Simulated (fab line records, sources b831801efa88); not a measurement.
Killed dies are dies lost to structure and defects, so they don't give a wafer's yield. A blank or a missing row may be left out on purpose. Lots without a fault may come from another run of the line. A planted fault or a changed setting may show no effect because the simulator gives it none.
Which tool did it? | flow sky130 | 12 lots, 36 wafers sampled, at 6 steps of a route of 708

WHAT THE GAUGES READ, wafer by wafer
SKY_SD_N_OVL_MEAS_08. Usual: SD_N_OVL 0.1 nm, standard deviation 1.4.
lot  | measured     | on         | SD_N_OVL (nm)  | flag
L613 | day 27 23:24 | overlay-01 | 0.1 1.3 0.7    |
L615 | day 28 18:19 | overlay-02 | 2.8 1.1 0.7    |
L617 | day 29 10:01 | overlay-02 | -0.2 1.6 2.0   |
L620 | day 30 02:07 | overlay-01 | -1.9 1.0 -0.7  |
L623 | day 31 07:27 | overlay-01 | -0.4 -0.3 0.2  |
L625 | day 32 01:25 | overlay-01 | -0.4 1.2 0.6   |
L628 | day 32 21:34 | overlay-02 | -1.9 -2.8 -3.3 |
L632 | day 34 05:06 | overlay-01 | -2.0 0.8 -1.0  |
L633 | day 34 11:58 | overlay-02 | 0.5 -0.6 -0.4  |
L634 | day 34 21:22 | overlay-02 | -3.0 0.3 -1.0  |
L635 | day 34 23:07 | overlay-02 | 1.4 -0.5 0.9   |
L636 | day 35 03:40 | overlay-01 | 2.2 1.9 3.3    |

SKY_SD_N_RS_MEAS_16: measures by four-point-probe. Usual: SD_N_RS 68.46 ohm/sq, standard deviation 0.12.
lot  | measured     | on            | SD_N_RS (ohm/sq)  | flag
L613 | day 28 00:08 | film_metro-02 | 68.54 68.53 68.25 |
L615 | day 28 19:02 | film_metro-01 | 68.49 68.67 68.60 |
L617 | day 29 10:46 | film_metro-01 | 68.85 68.74 68.78 |
L620 | day 30 02:51 | film_metro-02 | 68.45 68.33 68.27 |
L623 | day 31 08:10 | film_metro-01 | 74.66 74.63 74.49 | OFF
L625 | day 32 02:10 | film_metro-02 | 74.80 74.68 74.78 | OFF
L628 | day 32 22:18 | film_metro-02 | 68.37 68.48 68.39 |
L632 | day 34 05:49 | film_metro-01 | 68.64 68.56 68.57 |
L633 | day 34 12:41 | film_metro-02 | 68.45 68.52 68.50 |
L634 | day 34 22:05 | film_metro-02 | 68.50 68.39 68.37 |
L635 | day 34 23:50 | film_metro-03 | 68.65 68.37 68.43 |
L636 | day 35 04:24 | film_metro-03 | 68.43 68.56 68.50 |

SKY_SD_N_RS_MEAS_17: measures by four-point-probe. Usual: SD_P_RS 146.9 ohm/sq, standard deviation 0.43.
lot  | measured     | on            | SD_P_RS (ohm/sq)  | flag
L613 | day 28 00:16 | film_metro-02 | 146.2 146.8 146.5 |
L615 | day 28 19:09 | film_metro-01 | 146.9 147.1 147.0 |
L617 | day 29 10:53 | film_metro-01 | 147.2 147.6 147.8 |
L620 | day 30 02:58 | film_metro-02 | 146.3 146.5 146.5 |
L623 | day 31 08:17 | film_metro-01 | 185.7 185.5 185.5 | OFF
L625 | day 32 02:17 | film_metro-02 | 185.5 185.6 185.5 | OFF
L628 | day 32 22:25 | film_metro-02 | 147.1 146.8 146.8 |
L632 | day 34 05:56 | film_metro-01 | 147.2 147.2 147.4 |
L633 | day 34 12:49 | film_metro-02 | 147.1 147.6 147.1 |
L634 | day 34 22:12 | film_metro-02 | 146.1 146.3 146.4 |
L635 | day 34 23:57 | film_metro-03 | 147.1 146.2 146.9 |
L636 | day 35 04:31 | film_metro-03 | 147.1 147.3 147.0 |

SKY_LI_CONTACT_CD_MEAS_12: target cd 170 nm. Usual: cd_nm 170.0 nm, standard deviation 1.4.
lot  | measured     | on        | cd_nm (nm)        | flag
L613 | day 29 05:30 | cd_sem-02 | 168.7 168.1 167.1 |
L615 | day 30 00:14 | cd_sem-02 | 169.9 170.1 169.1 |
L617 | day 30 15:35 | cd_sem-02 | 170.1 169.9 169.5 |
L620 | day 31 07:03 | cd_sem-02 | 170.8 171.4 171.1 |
L623 | day 32 12:05 | cd_sem-02 | 172.0 171.8 170.7 |
L625 | day 33 06:29 | cd_sem-02 | 170.0 170.6 169.6 |
L628 | day 34 02:00 | cd_sem-01 | 170.4 170.7 170.6 |
L632 | day 35 09:09 | cd_sem-01 | 166.8 168.0 166.9 |
L633 | day 35 16:08 | cd_sem-01 | 168.5 169.0 169.6 |
L634 | day 36 01:00 | cd_sem-02 | 170.5 170.9 170.5 |
L635 | day 36 03:20 | cd_sem-01 | 170.9 171.5 170.6 |
L636 | day 36 07:16 | cd_sem-01 | 169.0 168.2 167.6 |

WHICH TOOL RAN EACH LOT (tool, then ch and the chambers of the sampled wafers, then the start)
lot  | SKY_LDD_LDN_STRIP_12                 | SKY_SD_N_RTA_14
L613 | plasma_asher-04 ch 0,1, day 23 00:02 | rtp_anneal-01 ch 0, day 27 23:57
L615 | plasma_asher-04 ch 0,1, day 23 19:46 | rtp_anneal-01 ch 0, day 28 18:51
L617 | plasma_asher-01 ch 0,1, day 24 12:03 | rtp_anneal-02 ch 0, day 29 10:34
L620 | plasma_asher-03 ch 1, day 25 04:43   | rtp_anneal-01 ch 0, day 30 02:40
L623 | plasma_asher-03 ch 0,1, day 26 12:50 | rtp_anneal-01 ch 0, day 31 08:00
L625 | plasma_asher-04 ch 0,1, day 27 04:22 | rtp_anneal-01 ch 0, day 32 01:58
L628 | plasma_asher-01 ch 0,1, day 28 05:34 | rtp_anneal-02 ch 0, day 32 22:07
L632 | plasma_asher-03 ch 0,1, day 29 15:34 | rtp_anneal-02 ch 0, day 34 05:39
L633 | plasma_asher-03 ch 0,1, day 29 23:20 | rtp_anneal-01 ch 0, day 34 12:31
L634 | plasma_asher-03 ch 0,1, day 30 06:40 | rtp_anneal-02 ch 0, day 34 21:54
L635 | plasma_asher-04 ch 0,1, day 30 09:10 | rtp_anneal-01 ch 0, day 34 23:39
L636 | plasma_asher-03 ch 0,1, day 30 14:23 | rtp_anneal-02 ch 0, day 35 04:13
- SKY_LDD_LDN_STRIP_12: strips in O2/N2.
- SKY_SD_N_RTA_14: time 2 s.

WHAT THE TOOLS THEMSELVES READ (means of the sampled wafers that have a number; where no wafer has one, the mark that the record gives instead)
SKY_LDD_LDN_STRIP_12. Usual: drypump_motor_current_A 5.9 A, standard deviation 0.45; oes_product_au 0.716 a.u., standard deviation 0.0049; strip_time_to_endpoint_s 14.19 s, standard deviation 0.047.
lot  | tool            | drypump_motor_current_A (A) | oes_product_au (a.u.) | strip_time_to_endpoint_s (s) | flag
L613 | plasma_asher-04 | 6.1                         | 0.717                 | 14.20                        |
L615 | plasma_asher-04 | 6.0                         | 0.709                 | 14.20                        |
L617 | plasma_asher-01 | 5.4                         | 0.718                 | 14.12                        |
L620 | plasma_asher-03 | 5.5                         | 0.716                 | 14.14                        |
L623 | plasma_asher-03 | 5.9                         | 0.719                 | 14.12                        |
L625 | plasma_asher-04 | 6.0                         | 0.717                 | 14.16                        |
L628 | plasma_asher-01 | 5.5                         | 0.718                 | 14.19                        |
L632 | plasma_asher-03 | 6.3                         | 0.710                 | 14.15                        |
L633 | plasma_asher-03 | 6.3                         | 0.718                 | 14.16                        |
L634 | plasma_asher-03 | 6.3                         | 0.716                 | 14.23                        |
L635 | plasma_asher-04 | 6.1                         | 0.713                 | 14.26                        |
L636 | plasma_asher-03 | 6.0                         | 0.717                 | 14.21                        |

SKY_SD_N_RTA_14. Usual: lamp_power_pct 15.74 %, standard deviation 0.059; wafer_temp_C_max 1077.9, standard deviation 1.2.
lot  | tool          | lamp_power_pct (%) | wafer_temp_C_max | flag
L613 | rtp_anneal-01 | 15.77              | 1077.8           |
L615 | rtp_anneal-01 | 15.76              | 1078.4           |
L617 | rtp_anneal-02 | 15.77              | 1077.6           |
L620 | rtp_anneal-01 | 15.79              | 1078.5           |
L623 | rtp_anneal-01 | 14.29              | 1077.6           | OFF
L625 | rtp_anneal-01 | 14.29              | 1077.2           | OFF
L628 | rtp_anneal-02 | 15.73              | 1078.6           |
L632 | rtp_anneal-02 | 15.76              | 1077.5           |
L633 | rtp_anneal-01 | 15.68              | 1077.0           |
L634 | rtp_anneal-02 | 15.74              | 1077.6           |
L635 | rtp_anneal-01 | 15.73              | 1078.9           |
L636 | rtp_anneal-02 | 15.73              | 1078.0           |

THE ANSWER, worked out from the rows above alone
Rule: a lot is off if the mean of its wafers that have a number lies more than 3 standard deviations from the usual mean. A lot without any number at a reading at which 4 lots or more have one is off too. The other lots that the step has rows for count as sound. The gauges are gone through in route order, then the tools' own readings, and for those a lot's mean is taken as printed above. The first step at which some lot is off is used, and at that step the reading that is off furthest; a lot without a number counts as furthest.
Off: L623, L625, at SKY_SD_N_RS_MEAS_16 (SD_N_RS).
A tool fits if, at a process step before that reading, it ran every lot that is off, and no sound lot after the first of them. The gauges at SKY_SD_N_RS_MEAS_16 aren't tried: what is off there is off at SKY_SD_N_RTA_14 too, on other tools, and a gauge's error can't cause that. None of those tried fits.

WHAT THE SIMULATOR HAD PUT IN
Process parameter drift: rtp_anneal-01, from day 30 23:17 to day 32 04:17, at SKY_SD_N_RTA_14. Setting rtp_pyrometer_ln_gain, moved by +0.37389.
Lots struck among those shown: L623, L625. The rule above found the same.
